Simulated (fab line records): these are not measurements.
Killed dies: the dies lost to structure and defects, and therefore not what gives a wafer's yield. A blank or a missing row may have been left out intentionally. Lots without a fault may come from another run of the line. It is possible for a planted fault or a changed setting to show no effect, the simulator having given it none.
A sampling plan put to the test    flow sky130    each of the 51 faults these records tell of, on one fab line, judged from the records of the lots it struck
The plan is the line's own looks: the steps of the route at which a gauge or an inspection reads the wafer and doesn't change it. A look can be judged if struck wafers have a number there and the file gives its usual mean and standard deviation on fault-free wafers. Caught: the struck wafers' mean, at a look after the fault's first step, is 4 or more of those standard deviations (sigma) away from the usual mean. On the tool: the fault's steps, tested the same way using the tool's own readings. Caught also covers a different recipe on the struck wafers, or a record left blank for those wafers only.

THE FAULTS, as the simulator had put them in
1. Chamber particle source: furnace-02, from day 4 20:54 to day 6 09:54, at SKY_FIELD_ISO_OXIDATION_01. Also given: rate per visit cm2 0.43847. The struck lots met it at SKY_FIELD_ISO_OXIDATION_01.
2. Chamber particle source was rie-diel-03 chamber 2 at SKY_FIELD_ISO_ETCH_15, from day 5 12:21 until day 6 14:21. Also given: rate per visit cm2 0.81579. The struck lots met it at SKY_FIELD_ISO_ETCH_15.
3. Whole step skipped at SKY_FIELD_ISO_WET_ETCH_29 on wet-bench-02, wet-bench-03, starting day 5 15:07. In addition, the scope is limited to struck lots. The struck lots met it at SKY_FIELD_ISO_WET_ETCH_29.
4. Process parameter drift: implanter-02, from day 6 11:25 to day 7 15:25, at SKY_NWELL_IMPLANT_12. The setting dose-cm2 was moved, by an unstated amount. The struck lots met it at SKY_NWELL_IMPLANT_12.
5. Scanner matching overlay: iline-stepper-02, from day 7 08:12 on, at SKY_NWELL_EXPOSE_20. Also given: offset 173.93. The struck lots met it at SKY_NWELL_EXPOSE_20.
6. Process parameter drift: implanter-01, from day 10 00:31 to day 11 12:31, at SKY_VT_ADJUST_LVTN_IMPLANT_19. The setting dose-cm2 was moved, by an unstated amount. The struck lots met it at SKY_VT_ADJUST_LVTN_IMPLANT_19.
7. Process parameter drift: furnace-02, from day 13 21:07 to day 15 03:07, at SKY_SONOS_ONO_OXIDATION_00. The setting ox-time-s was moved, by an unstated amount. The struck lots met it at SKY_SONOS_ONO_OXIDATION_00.
8. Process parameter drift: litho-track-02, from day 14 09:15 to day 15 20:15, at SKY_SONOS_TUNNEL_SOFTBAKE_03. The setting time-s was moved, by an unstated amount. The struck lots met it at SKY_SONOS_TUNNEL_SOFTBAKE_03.
9. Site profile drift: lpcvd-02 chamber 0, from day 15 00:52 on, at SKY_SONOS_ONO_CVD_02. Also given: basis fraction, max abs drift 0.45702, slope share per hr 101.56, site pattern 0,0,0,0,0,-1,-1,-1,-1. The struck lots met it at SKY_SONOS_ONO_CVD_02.
10. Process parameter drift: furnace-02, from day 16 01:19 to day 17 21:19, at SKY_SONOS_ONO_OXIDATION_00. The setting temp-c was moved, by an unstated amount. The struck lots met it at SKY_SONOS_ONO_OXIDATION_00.
11. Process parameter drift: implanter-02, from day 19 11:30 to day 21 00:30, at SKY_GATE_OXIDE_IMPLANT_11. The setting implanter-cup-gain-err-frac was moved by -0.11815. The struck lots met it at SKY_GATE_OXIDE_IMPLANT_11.
12. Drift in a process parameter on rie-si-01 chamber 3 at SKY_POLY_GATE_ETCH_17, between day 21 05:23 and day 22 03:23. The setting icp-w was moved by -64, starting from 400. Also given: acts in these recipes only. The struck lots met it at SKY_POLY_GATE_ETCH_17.
13. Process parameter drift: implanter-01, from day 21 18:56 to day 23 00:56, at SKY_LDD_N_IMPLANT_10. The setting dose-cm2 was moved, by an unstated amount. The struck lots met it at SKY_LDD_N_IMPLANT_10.
14. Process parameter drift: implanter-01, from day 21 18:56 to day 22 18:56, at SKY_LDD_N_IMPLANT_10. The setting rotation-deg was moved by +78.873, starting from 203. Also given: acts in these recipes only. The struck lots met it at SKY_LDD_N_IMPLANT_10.
15. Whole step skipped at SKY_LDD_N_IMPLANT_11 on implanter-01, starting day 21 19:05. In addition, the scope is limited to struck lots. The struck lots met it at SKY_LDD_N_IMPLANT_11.
16. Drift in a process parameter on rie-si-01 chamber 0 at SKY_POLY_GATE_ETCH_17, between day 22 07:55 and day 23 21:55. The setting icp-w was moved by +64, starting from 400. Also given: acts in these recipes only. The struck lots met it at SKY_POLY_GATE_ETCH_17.
17. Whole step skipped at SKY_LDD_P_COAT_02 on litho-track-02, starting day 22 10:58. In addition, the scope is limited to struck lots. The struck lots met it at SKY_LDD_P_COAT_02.
18. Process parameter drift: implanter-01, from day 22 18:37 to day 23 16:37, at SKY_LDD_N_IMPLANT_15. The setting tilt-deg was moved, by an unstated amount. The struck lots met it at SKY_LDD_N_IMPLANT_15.
19. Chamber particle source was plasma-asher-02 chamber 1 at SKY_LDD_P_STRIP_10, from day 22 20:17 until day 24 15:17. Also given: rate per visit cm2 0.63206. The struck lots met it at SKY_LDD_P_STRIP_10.
20. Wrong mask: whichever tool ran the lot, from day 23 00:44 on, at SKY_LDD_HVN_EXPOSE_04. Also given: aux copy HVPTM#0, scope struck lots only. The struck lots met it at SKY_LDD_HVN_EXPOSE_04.
21. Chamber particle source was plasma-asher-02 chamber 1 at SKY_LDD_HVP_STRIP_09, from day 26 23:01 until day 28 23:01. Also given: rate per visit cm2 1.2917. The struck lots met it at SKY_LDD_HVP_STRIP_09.
22. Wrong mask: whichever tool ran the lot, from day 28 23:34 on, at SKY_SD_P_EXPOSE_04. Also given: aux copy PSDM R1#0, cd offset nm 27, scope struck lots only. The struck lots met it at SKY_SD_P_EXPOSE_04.
23. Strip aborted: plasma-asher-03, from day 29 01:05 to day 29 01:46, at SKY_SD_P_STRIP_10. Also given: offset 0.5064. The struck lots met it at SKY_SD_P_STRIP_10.
24. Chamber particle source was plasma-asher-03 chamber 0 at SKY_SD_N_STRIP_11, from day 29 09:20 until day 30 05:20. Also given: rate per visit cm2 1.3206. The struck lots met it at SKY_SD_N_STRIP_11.
25. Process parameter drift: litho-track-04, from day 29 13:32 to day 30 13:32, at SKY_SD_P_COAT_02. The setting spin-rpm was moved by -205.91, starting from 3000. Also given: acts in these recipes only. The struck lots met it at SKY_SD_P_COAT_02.
26. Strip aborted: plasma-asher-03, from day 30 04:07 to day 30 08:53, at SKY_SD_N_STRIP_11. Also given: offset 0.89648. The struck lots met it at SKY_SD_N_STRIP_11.
27. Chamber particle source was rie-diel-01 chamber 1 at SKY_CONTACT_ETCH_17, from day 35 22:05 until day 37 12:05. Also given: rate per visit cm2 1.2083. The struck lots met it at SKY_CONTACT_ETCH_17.
28. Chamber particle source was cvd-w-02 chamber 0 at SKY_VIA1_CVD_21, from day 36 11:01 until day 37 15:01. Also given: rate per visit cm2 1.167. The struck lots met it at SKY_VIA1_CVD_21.
29. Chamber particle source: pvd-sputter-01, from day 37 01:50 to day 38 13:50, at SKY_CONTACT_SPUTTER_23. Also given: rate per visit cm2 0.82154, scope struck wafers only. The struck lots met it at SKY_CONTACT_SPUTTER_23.
30. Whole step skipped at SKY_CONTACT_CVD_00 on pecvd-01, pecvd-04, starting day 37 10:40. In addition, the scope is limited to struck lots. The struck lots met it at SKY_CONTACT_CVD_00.
31. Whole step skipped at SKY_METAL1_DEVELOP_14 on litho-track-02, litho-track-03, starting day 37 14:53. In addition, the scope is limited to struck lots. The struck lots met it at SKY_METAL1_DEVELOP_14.
32. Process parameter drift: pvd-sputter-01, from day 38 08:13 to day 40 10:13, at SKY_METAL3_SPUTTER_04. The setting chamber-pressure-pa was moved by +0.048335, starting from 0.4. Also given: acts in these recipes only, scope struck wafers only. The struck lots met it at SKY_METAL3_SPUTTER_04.
33. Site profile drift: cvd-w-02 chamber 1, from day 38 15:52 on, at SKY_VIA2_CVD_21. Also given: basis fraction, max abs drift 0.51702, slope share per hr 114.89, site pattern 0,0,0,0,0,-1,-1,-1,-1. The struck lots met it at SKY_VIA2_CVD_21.
34. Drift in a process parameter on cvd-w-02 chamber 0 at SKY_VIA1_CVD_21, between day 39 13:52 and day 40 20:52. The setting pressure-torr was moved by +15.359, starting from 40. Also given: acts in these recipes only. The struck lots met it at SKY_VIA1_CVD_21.
35. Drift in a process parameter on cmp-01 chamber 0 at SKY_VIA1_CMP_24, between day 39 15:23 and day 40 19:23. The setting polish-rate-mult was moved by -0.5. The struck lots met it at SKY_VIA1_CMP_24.
36. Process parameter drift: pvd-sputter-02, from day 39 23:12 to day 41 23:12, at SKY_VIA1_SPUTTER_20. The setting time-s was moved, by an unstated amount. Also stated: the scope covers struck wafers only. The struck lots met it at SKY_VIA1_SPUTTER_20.
37. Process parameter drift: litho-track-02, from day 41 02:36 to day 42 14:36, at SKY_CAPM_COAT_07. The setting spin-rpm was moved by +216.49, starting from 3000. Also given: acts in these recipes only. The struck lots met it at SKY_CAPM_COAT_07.
38. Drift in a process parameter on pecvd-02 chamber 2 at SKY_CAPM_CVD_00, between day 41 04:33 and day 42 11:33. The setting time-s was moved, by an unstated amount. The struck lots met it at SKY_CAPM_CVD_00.
39. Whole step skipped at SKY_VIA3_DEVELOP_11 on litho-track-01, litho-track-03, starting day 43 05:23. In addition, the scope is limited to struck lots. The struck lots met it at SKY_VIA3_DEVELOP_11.
40. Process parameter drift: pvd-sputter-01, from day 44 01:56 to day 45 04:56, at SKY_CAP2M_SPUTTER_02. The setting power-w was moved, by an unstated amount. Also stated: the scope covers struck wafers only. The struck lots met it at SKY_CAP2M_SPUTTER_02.
41. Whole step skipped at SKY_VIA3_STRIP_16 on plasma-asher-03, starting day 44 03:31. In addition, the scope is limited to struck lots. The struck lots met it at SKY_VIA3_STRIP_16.
42. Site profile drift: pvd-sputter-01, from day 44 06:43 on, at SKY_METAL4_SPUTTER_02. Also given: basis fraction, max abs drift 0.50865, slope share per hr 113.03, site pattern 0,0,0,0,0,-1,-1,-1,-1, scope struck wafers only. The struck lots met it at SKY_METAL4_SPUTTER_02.
43. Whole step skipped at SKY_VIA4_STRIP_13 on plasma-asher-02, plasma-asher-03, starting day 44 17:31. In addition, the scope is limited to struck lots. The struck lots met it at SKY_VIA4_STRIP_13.
44. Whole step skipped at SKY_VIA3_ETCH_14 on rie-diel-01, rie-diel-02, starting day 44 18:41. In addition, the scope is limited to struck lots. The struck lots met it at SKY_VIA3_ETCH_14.
45. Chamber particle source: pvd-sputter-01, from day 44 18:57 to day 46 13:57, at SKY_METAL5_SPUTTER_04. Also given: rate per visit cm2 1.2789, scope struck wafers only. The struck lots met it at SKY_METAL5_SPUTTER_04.
46. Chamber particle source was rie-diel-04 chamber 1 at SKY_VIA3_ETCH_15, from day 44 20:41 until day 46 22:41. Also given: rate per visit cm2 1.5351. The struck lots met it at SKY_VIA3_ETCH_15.
47. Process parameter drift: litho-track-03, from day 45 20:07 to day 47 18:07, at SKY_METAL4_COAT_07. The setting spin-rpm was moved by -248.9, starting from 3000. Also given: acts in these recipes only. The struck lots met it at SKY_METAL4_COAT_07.
48. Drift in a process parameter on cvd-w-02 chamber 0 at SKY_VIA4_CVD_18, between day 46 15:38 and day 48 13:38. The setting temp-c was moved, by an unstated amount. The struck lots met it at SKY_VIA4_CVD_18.
49. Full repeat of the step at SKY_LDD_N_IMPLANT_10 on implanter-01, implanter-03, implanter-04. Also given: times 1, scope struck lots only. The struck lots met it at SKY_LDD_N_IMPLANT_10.
50. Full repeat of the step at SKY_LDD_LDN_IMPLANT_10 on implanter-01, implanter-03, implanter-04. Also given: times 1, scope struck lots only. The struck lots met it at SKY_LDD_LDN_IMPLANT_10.
51. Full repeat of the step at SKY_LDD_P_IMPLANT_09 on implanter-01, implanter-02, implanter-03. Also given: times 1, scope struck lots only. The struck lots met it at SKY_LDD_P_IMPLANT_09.

WHAT THE PLAN SAW
fault  on the tool itself                                first look that catches it                       reading, sigma                                   median hours from its first step to that look  hours from the fault's start to the first struck lot there  judged looks passed uncaught
1      no reading that can be judged                     not the one look that can be judged after it     -                                                -                                              -                                                           1
2      under 2 sigma                                     not the one look that can be judged after it     -                                                -                                              -                                                           1
3      the tool's record is blank for the struck wafers  no look after it can be judged                   -                                                -                                              -                                                           0
4      dose-ions-cm2 -99 or beyond sigma                 SKY_NWELL_RS_MEAS_29                             NWELL_RS +7.4                                    20.5                                           26                                                          1
5      under 2 sigma                                     SKY_NWELL_OVL_MEAS_23                            NWELL_01_OVL +99 or beyond                       10.4                                           15                                                          0
6      dose-ions-cm2 -99 or beyond sigma                 SKY_VT_ADJUST_LVTN_TW_MEAS_21                    VT_ADJUST_LVTN_2_TW -15                          0.2                                            8                                                           0
7      no reading that can be judged                     SKY_SONOS_ONO_THK_MEAS_01                        SONOS_ONO_OXIDATION_THK +6.5                     1.4                                            18                                                          0
8      run-length-s +99 or beyond sigma                  not the one look that can be judged after it     -                                                -                                              -                                                           1
9      under 2 sigma                                     SKY_SONOS_ONO_THK_MEAS_03                        SONOS_ONO_CVD_02_THK -13                         1.1                                            7                                                           0
10     tube-center-temp-C -99 or beyond sigma            SKY_SONOS_ONO_THK_MEAS_01                        SONOS_ONO_OXIDATION_THK -9.6                     1.4                                            8                                                           0
11     beam-on-s +6.5 sigma                              SKY_GATE_OXIDE_TW_MEAS_14                        GATE_OXIDE_TW +5.2                               0.3                                            8                                                           0
12     rf-fwd-power-W -39 sigma                          no look after it can be judged                   -                                                -                                              -                                                           0
13     dose-ions-cm2 +96 sigma                           no look after it can be judged                   -                                                -                                              -                                                           0
14     rotation-deg +99 or beyond sigma                  no look after it can be judged                   -                                                -                                              -                                                           0
15     the tool's record is blank for the struck wafers  SKY_LDD_N_TW_MEAS_17                             LDD_N_TW -14                                     0.8                                            6                                                           0
16     rf-fwd-power-W +39 sigma                          no look after it can be judged                   -                                                -                                              -                                                           0
17     the tool's record is blank for the struck wafers  SKY_LDD_HVN_TW_MEAS_10                           LDD_HVN_TW +5.8                                  45.7                                           50                                                          0
18     under 2 sigma                                     none of the 6 looks that can be judged after it  -                                                -                                              -                                                           6
19     under 2 sigma                                     none of the 2 looks that can be judged after it  -                                                -                                              -                                                           2
20     no reading that can be judged                     SKY_LDD_HVN_TW_MEAS_10                           LDD_HVN_TW -99 or beyond                         14.8                                           25                                                          0
21     under 2 sigma                                     not the one look that can be judged after it     -                                                -                                              -                                                           1
22     under 2 sigma                                     SKY_SD_P_CD_MEAS_07                              cd-nm +11                                        14.5                                           18                                                          0
23     oes-product-au +27 sigma                          SKY_RES_XHIGH_TW_MEAS_09                         RES_XHIGH_TW -99 or beyond                       28.8                                           29                                                          0
24     under 2 sigma                                     no look after it can be judged                   -                                                -                                              -                                                           0
25     spin-speed-rpm -99 or beyond sigma                none of the 2 looks that can be judged after it  -                                                -                                              -                                                           2
26     oes-product-au -48 sigma                          not the one look that can be judged after it     -                                                -                                              -                                                           1
27     only faintly: chamber-pressure-mTorr -2.5 sigma   not the one look that can be judged after it     -                                                -                                              -                                                           1
28     under 2 sigma                                     not the one look that can be judged after it     -                                                -                                              -                                                           1
29     under 2 sigma                                     none of the 6 looks that can be judged after it  strongest: cd-nm at SKY_METAL1_CD_MEAS_15, +2.1  -                                              -                                                           6
30     the tool's record is blank for the struck wafers  no look after it can be judged                   -                                                -                                              -                                                           0
31     no reading that can be judged                     no look after it can be judged                   -                                                -                                              -                                                           0
32     chamber-pressure-pa +56 sigma                     no look after it can be judged                   -                                                -                                              -                                                           0
33     under 2 sigma                                     SKY_VIA2_RS_MEAS_22                              VIA2_W_RS +46                                    0.1                                            24                                                          0
34     chamber-pressure-Torr +99 or beyond sigma         SKY_VIA1_RS_MEAS_22                              VIA1_W_RS -16                                    0.1                                            1                                                           0
35     overpolish-run-s -99 or beyond sigma              no look after it can be judged                   -                                                -                                              -                                                           0
36     under 2 sigma                                     no look after it can be judged                   -                                                -                                              -                                                           0
37     spin-speed-rpm +99 or beyond sigma                no look after it can be judged                   -                                                -                                              -                                                           0
38     under 2 sigma                                     SKY_CAPM_THK_MEAS_01                             CAPM_CVD_00_THK +13                              0.0                                            14                                                          0
39     no reading that can be judged                     no look after it can be judged                   -                                                -                                              -                                                           0
40     cathode-dc-power-W +99 or beyond sigma            SKY_CAP2M_RS_MEAS_03                             CAP2M_TIN_RS -8.2                                0.2                                            18                                                          0
41     the tool's record is blank for the struck wafers  no look after it can be judged                   -                                                -                                              -                                                           0
42     under 2 sigma                                     no look after it can be judged                   -                                                -                                              -                                                           0
43     the tool's record is blank for the struck wafers  no look after it can be judged                   -                                                -                                              -                                                           0
44     the tool's record is blank for the struck wafers  no look after it can be judged                   -                                                -                                              -                                                           0
45     under 2 sigma                                     no look after it can be judged                   -                                                -                                              -                                                           0
46     under 2 sigma                                     not the one look that can be judged after it     -                                                -                                              -                                                           1
47     spin-speed-rpm -99 or beyond sigma                none of the 2 looks that can be judged after it  -                                                -                                              -                                                           2
48     susceptor-temp-C -99 or beyond sigma              SKY_VIA4_RS_MEAS_19                              VIA4_W_RS +54                                    0.1                                            9                                                           0
49     under 2 sigma                                     SKY_LDD_N_TW_MEAS_17                             LDD_N_TW +11                                     1.4                                            -                                                           0
50     no reading that can be judged                     SKY_LDD_LDN_TW_MEAS_13                           LDD_LDN_TW +17                                   0.7                                            -                                                           0
51     under 2 sigma                                     SKY_LDD_P_TW_MEAS_11                             LDD_P_TW +48                                     0.6                                            -                                                           0
A dash: this means the fault isn't caught or the number doesn't appear in these records.

Caught at a look: 20 of 51. Caught on the tool: 26 of 51. By one or the other: 36 of 51.
Caught on the tool alone: faults 3, 8, 12, 13, 14, 16, 25, 26, 30, 32, 35, 37, 41, 43, 44, 47.
Caught at a look alone: faults 5, 7, 9, 20, 22, 33, 38, 49, 50, 51.
Caught by neither: faults 1, 2, 18, 19, 21, 24, 27, 28, 29, 31, 36, 39, 42, 45, 46.

THINNER SAMPLING
In the worst case, this is how late the first struck lot would be measured if the look that catches a fault measured only every second or every third lot, by lot number:
fault  struck lots at that look, in order of time  every lot  every second lot  every third lot
4      L882, L883, L886                            26 h       29 h              may miss all 3
5      L589, L591                                  15 h       may miss all 2    may miss all 2
6      L986, L987                                  8 h        10 h              may miss all 2
7      L468, L469                                  18 h       21 h              may miss all 2
9      L676, L678, L681, L683                      7 h        41 h              53 h
10     L322, L325, L326                            8 h        26 h              may miss all 3
11     L168, L171                                  8 h        36 h              may miss all 2
15     L323, L324                                  6 h        12 h              may miss all 2
17     L727, L728                                  50 h       57 h              may miss all 2
20     L541                                        25 h       may miss it       may miss it
22     L655                                        18 h       may miss it       may miss it
23     L270                                        29 h       may miss it       may miss it
33     L907, L906, L908, L910                      24 h       25 h              31 h
34     L249, L250                                  1 h        3 h               may miss all 2
38     L635                                        14 h       may miss it       may miss it
40     L422                                        18 h       may miss it       may miss it
48     L739, L743                                  9 h        may miss all 2    may miss all 2
Hours are from the fault's start to the first struck lot that is measured. The test against the limit of 4 sigma pooled every struck wafer, which means one lot taken alone may stay below that limit. Other struck lots may not be in these records.

THE LONGEST TIMED WAY FROM STEP TO LOOK
For fault 17, SKY_LDD_P_COAT_02 and SKY_LDD_HVN_TW_MEAS_10 are separated by a median of 45.7 hours. No look between them can be judged.
